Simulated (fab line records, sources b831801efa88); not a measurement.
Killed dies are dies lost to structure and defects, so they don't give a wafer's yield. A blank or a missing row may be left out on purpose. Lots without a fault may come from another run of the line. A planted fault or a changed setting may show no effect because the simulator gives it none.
A struck lot beside a sound one | flow gf180mcu | 26 steps out of a route of 602
Sound: wafers L949.2, L949.4, L949.6. Struck: wafer L959.4. (L959.1, L959.2 of the same lot were not struck and are left out.) The cause comes at the end.
At each step with rows: each side's tool, then ch and its chambers, then its first start. Under that, the readings that differ: sound wafers | struck wafers | difference of the means | sigmas: that difference in standard deviations of wafers without a fault.
alike: readings whose means differ by less than 2 such deviations, and words and numbers that are the same on both sides. not compared: withheld readings, readings that some wafer has no value for, bounds like >300 that may hide the same value, and numbers for which the record gives no deviation and whose values overlap.
The two part at a step that has a row with sigmas, a row that says differs or no value, or rows on one side only. Numbers that don't overlap but have no deviation are shown without sigmas and don't part them. A reading that every wafer of one side lacks parts them only if that side has two wafers or more.

first, 6 steps without rows for these wafers: GF_TOP_METAL_HMDS_08 (prime time 60 s); GF_TOP_METAL_COAT_09 (resist thk 1500 nm); GF_TOP_METAL_SOFTBAKE_10 (time 60 s); GF_TOP_METAL_EXPOSE_11 (exposes mask MetalTop, target cd 440 nm); GF_TOP_METAL_PEB_12; GF_TOP_METAL_DEVELOP_13 (develop time 60 s).
GF_TOP_METAL_CD_MEAS_14: target cd 440 nm.
  sound on cd_sem-02, day 29 05:57; struck on cd_sem-02, day 31 13:38
  alike: cd_nm
GF_TOP_METAL_OVL_MEAS_15:
  sound on overlay-01, day 29 06:03; struck on overlay-02, day 31 13:45
  alike: TOP_METAL_OVL
GF_TOP_METAL_METAL_ETCH_16: etches the open film in Cl2/BCl3, stops on SiO2, target depth 1197 nm, time 199.5 s.
  sound on rie_metal-01 ch 0,1, day 29 06:05; struck on rie_metal-03 ch 1, day 31 13:47
  alike: bcl3_flow_sccm, bias_w, drypump_motor_current_A, mfc_cl2_sccm, oes_product_au, throttle_valve_pct
  not compared: rf_hours_counter_h
GF_TOP_METAL_STRIP_17: strips in O2/N2.
  sound on plasma_asher-01 ch 0,1, day 29 06:16; struck on plasma_asher-02 ch 0, day 31 13:59
  reading                     | sound       | struck | difference | sigmas
  drypump_motor_current_A (A) | 5.2 4.9 5.2 | 6.2    | +1.1       | +2
  heater_power_w (W)          | 315 291 317 | 417    | +109       | +3
  alike: oes_product_au, strip_time_to_endpoint_s
  not compared: rf_hours_counter_h
then, 2 steps without rows for these wafers: GF_TOP_METAL_STRIP_18 (strips in post etch residue remover, time 1200 s); GF_TOP_METAL_CLEAN_19 (cleans in DIW).
GF_PASSIVATION_CVD_00: deposits SiO2 from TEOS, target thk 1000 nm, time 111.95 s.
  sound on pecvd-04 ch 0,2, day 29 06:50; struck on pecvd-04 ch 2, day 31 14:33
  reading                                      | sound             | struck | difference | sigmas
  run_length_s (s)                             | 139.8 138.5 139.6 | 162.7  | +23.4      | +34
  model.SiO2_of_PASSIVATION_CVD_00.thk_nm (nm) | 1022 1006 1030    | 1224   | +205       |
  alike: heater_power_w
GF_PASSIVATION_THK_MEAS_01:
  sound on film_metro-02, day 29 06:56; struck on film_metro-02, day 31 14:40
  reading                     | sound          | struck | difference | sigmas
  PASSIVATION_CVD_00_THK (nm) | 1022 1006 1029 | 1224   | +205       | +14
GF_PASSIVATION_CVD_02: deposits Si3N4, target thk 700 nm, time 486.18 s.
  sound on pecvd-03 ch 0,2, day 29 06:59; struck on pecvd-02 ch 2, day 31 14:44
  alike: heater_power_w, run_length_s
GF_PASSIVATION_THK_MEAS_03:
  sound on film_metro-02, day 29 07:17; struck on film_metro-01, day 31 15:01
  alike: PASSIVATION_CVD_02_THK
then, 7 steps without rows for these wafers: GF_PASSIVATION_DEHYDRATE_04 (time 60 s); GF_PASSIVATION_HMDS_05 (prime time 60 s); GF_PASSIVATION_COAT_06 (resist thk 4000 nm); GF_PASSIVATION_SOFTBAKE_07; GF_PASSIVATION_EXPOSE_08 (exposes mask Pad, target cd 40000 nm); GF_PASSIVATION_PEB_09; GF_PASSIVATION_DEVELOP_10 (develop time 60 s).
GF_PASSIVATION_ETCH_11: etches the open film in CF4/O2, stops on TiN, target depth 2040 nm, time 453.3 s.
  sound on rie_diel-03 ch 0,2, day 30 02:59; struck on rie_diel-03 ch 3, day 32 07:29
  reading               | sound             | struck | difference | sigmas
  oes_product_au (a.u.) | 0.988 0.986 0.991 | 0.965  | -0.023     | -4
  alike: bias_w, drypump_motor_current_A, throttle_valve_pct
  not compared: rf_hours_counter_h
GF_PASSIVATION_STRIP_12: strips in O2/N2.
  sound on plasma_asher-03 ch 0,1, day 30 03:23; struck on plasma_asher-03 ch 0, day 32 07:45
  alike: drypump_motor_current_A, heater_power_w, oes_product_au, strip_time_to_endpoint_s
  not compared: rf_hours_counter_h
then, 1 step without rows for these wafers: GF_PASSIVATION_PROBE_99.

WHERE THEY PART
First at GF_TOP_METAL_STRIP_17; last, within this record, at GF_PASSIVATION_ETCH_11. Later steps at which nothing parts them and some readings are alike: GF_PASSIVATION_STRIP_12.

WHY: what the simulator had put in
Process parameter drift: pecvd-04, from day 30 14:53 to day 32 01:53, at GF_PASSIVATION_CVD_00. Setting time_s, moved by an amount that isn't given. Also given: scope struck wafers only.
